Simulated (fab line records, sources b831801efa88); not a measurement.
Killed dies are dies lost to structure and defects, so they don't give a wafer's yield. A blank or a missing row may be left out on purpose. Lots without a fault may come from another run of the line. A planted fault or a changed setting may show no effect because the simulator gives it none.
Which tool did it? | flow sky130 | 12 lots, 36 wafers sampled, at 5 steps of a route of 708

WHAT THE GAUGES READ, wafer by wafer
SKY_FIELD_ISO_THK_MEAS_04. Usual: FIELD_ISO_CVD_03_THK 165.7 nm, standard deviation 1.3.
lot  | measured    | on            | FIELD_ISO_CVD_03_THK (nm) | flag
L776 | day 1 14:19 | film_metro-03 | 162.1 163.2 164.2         |
L777 | day 1 18:44 | film_metro-02 | 165.3 165.5 165.4         |
L779 | day 2 06:44 | film_metro-02 | 166.8 167.6 169.0         |
L782 | day 2 19:29 | film_metro-02 | 164.7 164.0 166.4         |
L789 | day 4 07:14 | film_metro-02 | 165.8 166.9 164.1         |
L790 | day 4 11:34 | film_metro-01 | 164.2 165.5 164.5         |
L791 | day 4 16:33 | film_metro-02 | 165.0 163.9 164.3         |
L793 | day 5 02:29 | film_metro-02 | 164.1 164.0 165.3         |
L795 | day 5 13:52 | film_metro-02 | 164.0 165.0 164.2         |
L796 | day 5 17:55 | film_metro-01 | 166.9 166.7 166.5         |
L798 | day 6 04:19 | film_metro-01 | 167.4 165.2 166.2         |
L799 | day 6 08:41 | film_metro-03 | 166.4 165.7 166.7         |

SKY_LDD_N_TW_MEAS_17. Usual: LDD_N_TW 2552, standard deviation 14.
lot  | measured     | on            | LDD_N_TW       | flag
L776 | day 18 15:55 | film_metro-03 | 2548 2550 2547 |
L777 | day 18 21:29 | film_metro-02 | 2549 2534 2550 |
L779 | day 19 15:51 | film_metro-03 | 2545 2558 2553 |
L782 | day 21 05:50 | film_metro-02 | 2553 2548 2541 |
L789 | day 23 05:44 | film_metro-03 | 2559 2568 2559 |
L790 | day 23 05:46 | film_metro-02 | 2528 2527 2526 |
L791 | day 23 12:47 | film_metro-03 | 2560 2561 2550 |
L793 | day 24 06:05 | film_metro-02 | 2549 2552 2534 |
L795 | day 24 22:08 | film_metro-03 | 2545 2540 2545 |
L796 | day 25 02:56 | film_metro-01 | 2564 2542 2565 |
L798 | day 25 12:32 | film_metro-03 | 2549 2552 2544 |
L799 | day 26 02:24 | film_metro-01 | 2578 2557 2579 |

WHICH TOOL RAN EACH LOT (tool, then ch and the chambers of the sampled wafers, then the start)
lot  | SKY_VT_ADJUST_LVTN_COAT_13        | SKY_VT_ADJUST_LVTN_STRIP_20          | SKY_SONOS_ONO_ETCH_15
L776 | litho_track-01 ch 0, day 8 00:44  | plasma_asher-01 ch 0,1, day 8 12:59  | rie_diel-02 ch 0,3, day 13 14:57
L777 | litho_track-03 ch 0, day 8 07:20  | plasma_asher-01 ch 0,1, day 8 19:24  | rie_diel-02 ch 0,2,3, day 13 19:54
L779 | litho_track-02 ch 0, day 8 21:28  | plasma_asher-02 ch 0,1, day 9 09:58  | rie_diel-01 ch 0,3, day 14 11:45
L782 | litho_track-03 ch 0, day 9 22:26  | plasma_asher-03 ch 0,1, day 10 09:51 | rie_diel-03 ch 1,2, day 15 19:39
L789 | litho_track-03 ch 0, day 11 12:04 | plasma_asher-01 ch 0,1, day 11 23:46 | rie_diel-02 ch 0,1,2, day 17 18:24
L790 | litho_track-03 ch 0, day 11 15:23 | plasma_asher-03 ch 0,1, day 12 03:00 | rie_diel-01 ch 0,1,3, day 17 18:29
L791 | litho_track-01 ch 0, day 11 22:41 | plasma_asher-01 ch 0,1, day 12 10:49 | rie_diel-02 ch 0,1,3, day 18 03:20
L793 | litho_track-01 ch 0, day 12 11:11 | plasma_asher-03 ch 0, day 12 23:29   | rie_diel-02 ch 1,2, day 18 17:11
L795 | litho_track-01 ch 0, day 13 00:29 | plasma_asher-02 ch 0,1, day 13 13:00 | rie_diel-02 ch 0,2, day 19 12:05
L796 | litho_track-01 ch 0, day 13 02:43 | plasma_asher-03 ch 0,1, day 13 15:04 | rie_diel-03 ch 2,3, day 19 15:08
L798 | litho_track-02 ch 0, day 13 13:25 | plasma_asher-01 ch 0,1, day 14 01:55 | rie_diel-01 ch 0,1,2, day 20 03:45
L799 | litho_track-02 ch 0, day 13 22:53 | plasma_asher-02 ch 0,1, day 14 11:37 | rie_diel-01 ch 2,3, day 20 14:56
- SKY_VT_ADJUST_LVTN_COAT_13: resist thk 1140 nm.
- SKY_VT_ADJUST_LVTN_STRIP_20: strips in O2/N2.
- SKY_SONOS_ONO_ETCH_15: etches the open film in CHF3/O2, target depth 19.52 nm, time 7.8 s.

WHAT THE TOOLS THEMSELVES READ (means of the sampled wafers that have a number; where no wafer has one, the mark that the record gives instead)
SKY_VT_ADJUST_LVTN_STRIP_20. Usual: drypump_motor_current_A 5.32 A, standard deviation 0.2; oes_product_au 0.715 a.u., standard deviation 0.0047; strip_time_to_endpoint_s 14.19 s, standard deviation 0.042.
lot  | tool            | drypump_motor_current_A (A) | oes_product_au (a.u.) | strip_time_to_endpoint_s (s) | flag
L776 | plasma_asher-01 | 5.22                        | 0.714                 | 14.21                        |
L777 | plasma_asher-01 | 5.25                        | 0.717                 | 14.20                        |
L779 | plasma_asher-02 | 5.85                        | 0.717                 | 14.16                        |
L782 | plasma_asher-03 | 5.27                        | 0.713                 | 14.18                        |
L789 | plasma_asher-01 | 5.17                        | 0.716                 | 13.42                        | OFF
L790 | plasma_asher-03 | 5.27                        | 0.715                 | 13.42                        | OFF
L791 | plasma_asher-01 | 5.16                        | 0.716                 | 14.20                        |
L793 | plasma_asher-03 | 5.31                        | 0.717                 | 14.25                        |
L795 | plasma_asher-02 | 5.85                        | 0.712                 | 14.22                        |
L796 | plasma_asher-03 | 5.28                        | 0.724                 | 14.23                        |
L798 | plasma_asher-01 | 5.18                        | 0.712                 | 14.10                        |
L799 | plasma_asher-02 | 5.84                        | 0.715                 | 14.20                        |

SKY_SONOS_ONO_ETCH_15. Usual: drypump_motor_current_A 6.0 A, standard deviation 0.42; oes_product_au 0.999 a.u., standard deviation 0.0094; throttle_valve_pct 8.823 %, standard deviation 0.0095.
lot  | tool        | drypump_motor_current_A (A) | oes_product_au (a.u.) | throttle_valve_pct (%) | flag
L776 | rie_diel-02 | 6.1                         | 0.996                 | 8.828                  |
L777 | rie_diel-02 | 6.3                         | 0.989                 | 8.811                  |
L779 | rie_diel-01 | 6.1                         | 0.979                 | 8.824                  |
L782 | rie_diel-03 | 5.1                         | 1.008                 | 8.820                  |
L789 | rie_diel-02 | 6.0                         | 1.004                 | 8.828                  |
L790 | rie_diel-01 | 6.1                         | 1.001                 | 8.817                  |
L791 | rie_diel-02 | 5.9                         | 1.003                 | 8.827                  |
L793 | rie_diel-02 | 6.2                         | 1.005                 | 8.825                  |
L795 | rie_diel-02 | 6.2                         | 1.006                 | 8.828                  |
L796 | rie_diel-03 | 5.7                         | 1.000                 | 8.832                  |
L798 | rie_diel-01 | 6.0                         | 0.995                 | 8.823                  |
L799 | rie_diel-01 | 6.1                         | 1.002                 | 8.828                  |

THE ANSWER, worked out from the rows above alone
Rule: a lot is off if the mean of its wafers that have a number lies more than 3 standard deviations from the usual mean. A lot without any number at a reading at which 4 lots or more have one is off too. The other lots that the step has rows for count as sound. The gauges are gone through in route order, then the tools' own readings, and for those a lot's mean is taken as printed above. The first step at which some lot is off is used, and at that step the reading that is off furthest; a lot without a number counts as furthest.
Off: L789, L790, at SKY_VT_ADJUST_LVTN_STRIP_20 (strip_time_to_endpoint_s).
A tool fits if, at that step or a process step before it, it ran every lot that is off, and no sound lot after the first of them. One fits: litho_track-03 at SKY_VT_ADJUST_LVTN_COAT_13. Its last sound lot is L782 (day 9 22:26), its first lot that is off L789 (day 11 12:04): a fault that began between those two fits.

WHAT THE SIMULATOR HAD PUT IN
Process parameter drift: litho_track-03, from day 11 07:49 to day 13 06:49, at SKY_VT_ADJUST_LVTN_COAT_13. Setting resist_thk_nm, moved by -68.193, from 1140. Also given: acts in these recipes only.
Lots struck among those shown: L789, L790. The rule above found the same.
